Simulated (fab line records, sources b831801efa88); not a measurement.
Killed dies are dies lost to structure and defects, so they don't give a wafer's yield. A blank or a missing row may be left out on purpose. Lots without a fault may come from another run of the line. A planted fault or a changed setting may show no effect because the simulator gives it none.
Tool commonality check | flow gf180mcu | 13 lots, 39 wafers sampled

WHY IT WAS OPENED
At GF_V1_CD_MEAS_14 the reading cd_nm is flagged on 2 of 13 lots. Wafers without a fault read 260.0 nm, standard deviation 1.
Rule: a lot is flagged when every wafer of it that has a number lies more than 4 standard deviations from that mean, or none has a number. The other lots count as sound.

lot  | measured     | on        | cd_nm (nm), wafer by wafer | flag
L433 | day 18 02:15 | cd_sem-01 | 260.3 260.9 260.5          |
L434 | day 18 12:24 | cd_sem-01 | 260.1 260.8 260.2          |
L435 | day 18 23:22 | cd_sem-02 | 267.6 268.1 269.5          | FLAGGED
L438 | day 20 04:32 | cd_sem-02 | 267.5 267.9 267.7          | FLAGGED
L446 | day 23 12:31 | cd_sem-02 | 261.8 261.2 260.2          |
L445 | day 23 15:17 | cd_sem-02 | 258.8 259.6 258.6          |
L447 | day 23 21:44 | cd_sem-01 | 258.5 259.1 260.0          |
L448 | day 23 22:29 | cd_sem-01 | 259.3 260.3 259.2          |
L449 | day 24 11:31 | cd_sem-01 | 259.7 258.9 259.0          |
L450 | day 24 16:19 | cd_sem-02 | 260.3 260.8 259.6          |
L453 | day 25 10:11 | cd_sem-02 | 260.8 260.7 260.7          |
L454 | day 25 17:50 | cd_sem-02 | 261.3 260.6 260.5          |
L455 | day 26 03:53 | cd_sem-02 | 260.8 260.8 260.9          |
The numbers of the flagged lots are 268.1 nm on average: +8.1 nm against the usual, or +8 standard deviations.

WHICH TOOL RAN EACH LOT
The record holds 2 process steps before the reading, out of a route of 602 steps. In each cell: the tool, then ch and the chambers that the sampled wafers went through, then the start.
lot  | flag    | GF_MVPSD_STRIP_10                    | GF_V1_PEB_12
L433 |         | plasma_asher-03 ch 0,1, day 5 03:44  | litho_track-02 ch 0, day 18 01:55
L434 |         | plasma_asher-03 ch 0,1, day 5 07:25  | litho_track-02 ch 0, day 18 12:04
L435 | FLAGGED | plasma_asher-04 ch 0,1, day 5 12:17  | litho_track-02 ch 0, day 18 23:02
L438 | FLAGGED | plasma_asher-03 ch 0,1, day 6 09:30  | litho_track-02 ch 0, day 20 04:11
L446 |         | plasma_asher-03 ch 0,1, day 8 07:45  | litho_track-04 ch 0, day 23 12:11
L445 |         | plasma_asher-01 ch 0,1, day 8 03:26  | litho_track-04 ch 0, day 23 14:56
L447 |         | plasma_asher-04 ch 0,1, day 8 13:32  | litho_track-04 ch 0, day 23 21:23
L448 |         | plasma_asher-04 ch 0,1, day 8 19:56  | litho_track-02 ch 0, day 23 22:08
L449 |         | plasma_asher-01 ch 0,1, day 9 01:39  | litho_track-03 ch 0, day 24 11:10
L450 |         | plasma_asher-01 ch 1, day 9 07:38    | litho_track-03 ch 0, day 24 15:58
L453 |         | plasma_asher-04 ch 0,1, day 10 04:24 | litho_track-03 ch 0, day 25 09:50
L454 |         | plasma_asher-01 ch 1, day 10 11:37   | litho_track-02 ch 0, day 25 17:31
L455 |         | plasma_asher-04 ch 0,1, day 10 19:38 | litho_track-03 ch 0, day 26 03:33
What these steps do:
- GF_MVPSD_STRIP_10: strips in O2/N2.
- GF_V1_PEB_12: peb time 90 s.
- GF_V1_CD_MEAS_14: target cd 260 nm.

FLAGGED OVER TOTAL, TOOL BY TOOL (the gauges that took the reading come last)
step              | tool            | lots run | flagged | share of the flagged lots | sound lots run after its first flagged lot
GF_MVPSD_STRIP_10 | plasma_asher-01 | 4        | 0       | none                      | -
GF_MVPSD_STRIP_10 | plasma_asher-03 | 4        | 1       | some                      | 1 (L446)
GF_MVPSD_STRIP_10 | plasma_asher-04 | 5        | 1       | some                      | 4 (L447,L448,L453,L455)
GF_V1_PEB_12      | litho_track-02  | 6        | 2       | all                       | 2 (L448,L454)
GF_V1_PEB_12      | litho_track-03  | 4        | 0       | none                      | -
GF_V1_PEB_12      | litho_track-04  | 3        | 0       | none                      | -
GF_V1_CD_MEAS_14  | cd_sem-01       | 5        | 0       | none                      | -
GF_V1_CD_MEAS_14  | cd_sem-02       | 8        | 2       | all                       | 6 (L446,L445,L450,L453,L454,L455)

WHAT THE TABLE ALLOWS
2 rows of the table ran every flagged lot: litho_track-02 at GF_V1_PEB_12, cd_sem-02 at GF_V1_CD_MEAS_14.
- litho_track-02 at GF_V1_PEB_12: 2 of its 6 lots flagged. Sound lots ran on it after the first flagged one (L448, L454), which a lasting fault on the whole tool wouldn't allow.
- cd_sem-02 at GF_V1_CD_MEAS_14: 2 of its 8 lots flagged. Sound lots ran on it after the first flagged one (L446, L445, L450, L453, L454, L455), which a lasting fault on the whole tool wouldn't allow.
No row of the table ran every flagged lot and no sound lot after the first.

WHAT THE SIMULATOR HAD PUT IN
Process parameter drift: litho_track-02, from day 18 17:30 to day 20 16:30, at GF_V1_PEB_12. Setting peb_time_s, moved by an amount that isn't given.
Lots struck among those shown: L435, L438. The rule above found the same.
